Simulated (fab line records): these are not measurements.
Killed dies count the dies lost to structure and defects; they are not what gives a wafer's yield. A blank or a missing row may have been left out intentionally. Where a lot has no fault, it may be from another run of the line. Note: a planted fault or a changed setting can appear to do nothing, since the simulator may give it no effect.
Comparing a struck lot with a sound one / flow sky130 / 32 steps out of a route of 708
Sound: these wafers, L361.1, L361.4, L361.5. Struck: wafer L372.2 (left out: L372.3, L372.5 of the same lot, which were not struck); the cause appears at the end.
At each step with rows: each side's tool, then ch and its chambers, then its first start. Under that, the readings that differ: sound wafers / struck wafers / difference of the means / sigmas: that difference in standard deviations of wafers without a fault.
alike: readings whose means differ by less than 2 such deviations, and words and numbers that are the same on both sides. not compared: withheld readings, readings that some wafer has no value for, bounds like >300 that may hide the same value, and numbers for which the record gives no deviation and whose values overlap.
Wherever a step has rows on one side only, a row that says differs or no value, or a row with sigmas, the two part there. Numbers that don't overlap but have no deviation are shown without sigmas and don't part them. A reading missing from all wafers of one side parts the sides only when that side holds two or more wafers.

SKY_CAPM_THK_MEAS_01:
  sound on film_metro-04, day 39 17:56; struck on film_metro-01, day 42 09:48
  alike: CAPM_CVD_00_THK
SKY_CAPM_SPUTTER_02: material TiN, target thk 200 nm, time 166.7 s.
  sound on pvd_sputter-03, day 39 17:59; struck on pvd_sputter-02, day 42 09:51
reading=throttle_valve_pct (%); sound=29.0 28.4 29.1; struck=31.8; difference=+3.0; sigmas=+2
  alike: susceptor_temp_C
SKY_CAPM_RS_MEAS_03: uses a four-point probe to measure.
  sound on film_metro-01, day 39 18:06; struck on film_metro-02, day 42 09:58
  alike: CAPM_TIN_RS
SKY_CAPM_THK_MEAS_04: measures by xrf.
  sound on film_metro-01, day 39 18:13; struck on film_metro-02, day 42 10:05
reading=CAPM_TIN_THK (nm); sound=199.2 197.8 198.8; struck=204.1; difference=+5.5; sigmas=+2
then, 7 steps without rows for these wafers: SKY_CAPM_DEHYDRATE_05 (time 60 s); SKY_CAPM_HMDS_06 (prime time 60 s); SKY_CAPM_COAT_07 (resist thk 1140 nm); SKY_CAPM_SOFTBAKE_08 (time 60 s); SKY_CAPM_EXPOSE_09 (exposes mask CAPM, target cd 1000 nm); SKY_CAPM_PEB_10; SKY_CAPM_DEVELOP_11 (develop time 60 s).
SKY_CAPM_OVL_MEAS_12:
  sound on overlay-02, day 40 17:02; struck on overlay-02, day 43 09:12
  alike: CAPM_OVL
SKY_CAPM_METAL_ETCH_13: etches TiN in Cl2/BCl3, stops on SiO2, target depth 220 nm, time 62.9 s.
  sound on rie_metal-04 ch 0,1, day 40 17:05; struck on rie_metal-03 ch 1, day 43 09:14
reading=bias_w (W); sound=48.49 48.34 48.46; struck=54.94; difference=+6.51; sigmas=+46
reading=model.NOVOLAK_of_CAPM_COAT_07.thk_nm (nm); sound=996.2 990.4 995.3; struck=981.8; difference=-12.2; sigmas=
reading=model.SiO2_of_CAPM_CVD_00.thk_nm (nm); sound=15.37 15.63 15.73; struck=13.99; difference=-1.59; sigmas=
  alike: drypump_motor_current_A, oes_product_au, throttle_valve_pct
  not compared: rf_hours_counter_h
SKY_CAPM_STRIP_14: strips in O2/N2.
  sound on plasma_asher-03 ch 0, day 40 17:09; struck on plasma_asher-04 ch 1, day 43 09:18
reading=strip_time_to_endpoint_s (s); sound=12.68 12.61 12.68; struck=12.53; difference=-0.13; sigmas=-3
  alike: drypump_motor_current_A, o2_flow_sccm, oes_product_au
  not compared: rf_hours_counter_h
then, 11 steps without rows for these wafers: SKY_CAPM_STRIP_15 (strips in post etch residue remover, time 1200 s); SKY_CAPM_CLEAN_16 (cleans in IPA, time 180 s); SKY_CAPM_CLEAN_17 (cleans in O3/DIW); SKY_METAL3_DEHYDRATE_05 (time 60 s); SKY_METAL3_HMDS_06 (prime time 60 s); SKY_METAL3_COAT_07 (resist thk 60 nm); SKY_METAL3_COAT_08 (resist thk 1140 nm); SKY_METAL3_SOFTBAKE_09 (time 90 s); SKY_METAL3_EXPOSE_10 (exposes mask MM3, target cd 300 nm); SKY_METAL3_PEB_11; SKY_METAL3_DEVELOP_12 (develop time 60 s).
SKY_METAL3_CD_MEAS_13: the cd target is 300 nm.
  sound on cd_sem-01, day 41 17:15; struck on cd_sem-01, day 44 09:04
  alike: cd_nm
SKY_METAL3_OVL_MEAS_14:
  sound on overlay-02, day 41 17:22; struck on overlay-02, day 44 09:10
  alike: METAL3_OVL
SKY_METAL3_DESCUM_15: chemistry O2, time 8 s.
  sound on rie_metal-03 ch 0, day 41 17:24; struck on rie_metal-03 ch 0, day 44 09:12
  alike: drypump_motor_current_A, oes_product_au
  not compared: rf_hours_counter_h
SKY_METAL3_ETCH_16: etches BARC in N2/H2, stops on SiO2, time 88.2 s, target depth 60 nm.
  sound on rie_metal-03 ch 0, day 41 17:26; struck on rie_metal-03 ch 0, day 44 09:14
  alike: bias_w, drypump_motor_current_A, oes_product_au, throttle_valve_pct
  not compared: rf_hours_counter_h
SKY_METAL3_ETCH_17: etches SiO2 in C4F8/O2/Ar, stops on TiN, time 3.9 s, target depth 15 nm.
  sound on rie_diel-03 ch 1,2, day 41 17:32; struck on rie_diel-03 ch 2, day 44 09:20
reading=oes_product_au (a.u.); sound=0.752 0.758 0.756; struck=0.718; difference=-0.037; sigmas=-6
reading=model.etch.depth_nm (nm); sound=15.37 15.63 15.73; struck=13.99; difference=-1.59; sigmas=
  alike: bias_w
  not compared: rf_hours_counter_h
SKY_METAL3_METAL_ETCH_18: etches the open film in Cl2/BCl3, stops on SiO2, target depth 845 nm, time 183.1 s.
  sound on rie_metal-02 ch 0,1, day 41 17:33; struck on rie_metal-02 ch 0, day 44 09:21
  alike: bias_w, drypump_motor_current_A, oes_product_au, throttle_valve_pct
  not compared: rf_hours_counter_h
-- the record jumps here: 6 days lie between the struck wafers' starts before and after (it left off in module METAL3 and takes up again in module PAD_OPEN, whose first step shown is number 708 of the route) --
SKY_PAD_OPEN_PROBE_99:
  sound on prober-02, day 48 09:25; struck on prober-02, day 50 11:13
  alike: defect_limited_yield, killed_at_M0_to_M3, killed_at_M4_up, killed_at_contacts, killed_at_front_end, killed_at_other, killed_dies, killed_open, killed_short, sort_bin_3_pad_short, sort_bin_5_function, sort_bin_6_memory, sort_n_pass, sort_yield_pct

## WHERE THEY PART
First at SKY_CAPM_SPUTTER_02; last, within this record, at SKY_METAL3_ETCH_17. Later steps at which nothing parts them and some readings are alike: SKY_METAL3_METAL_ETCH_18, SKY_PAD_OPEN_PROBE_99.

WHY: what had been put in by the simulator
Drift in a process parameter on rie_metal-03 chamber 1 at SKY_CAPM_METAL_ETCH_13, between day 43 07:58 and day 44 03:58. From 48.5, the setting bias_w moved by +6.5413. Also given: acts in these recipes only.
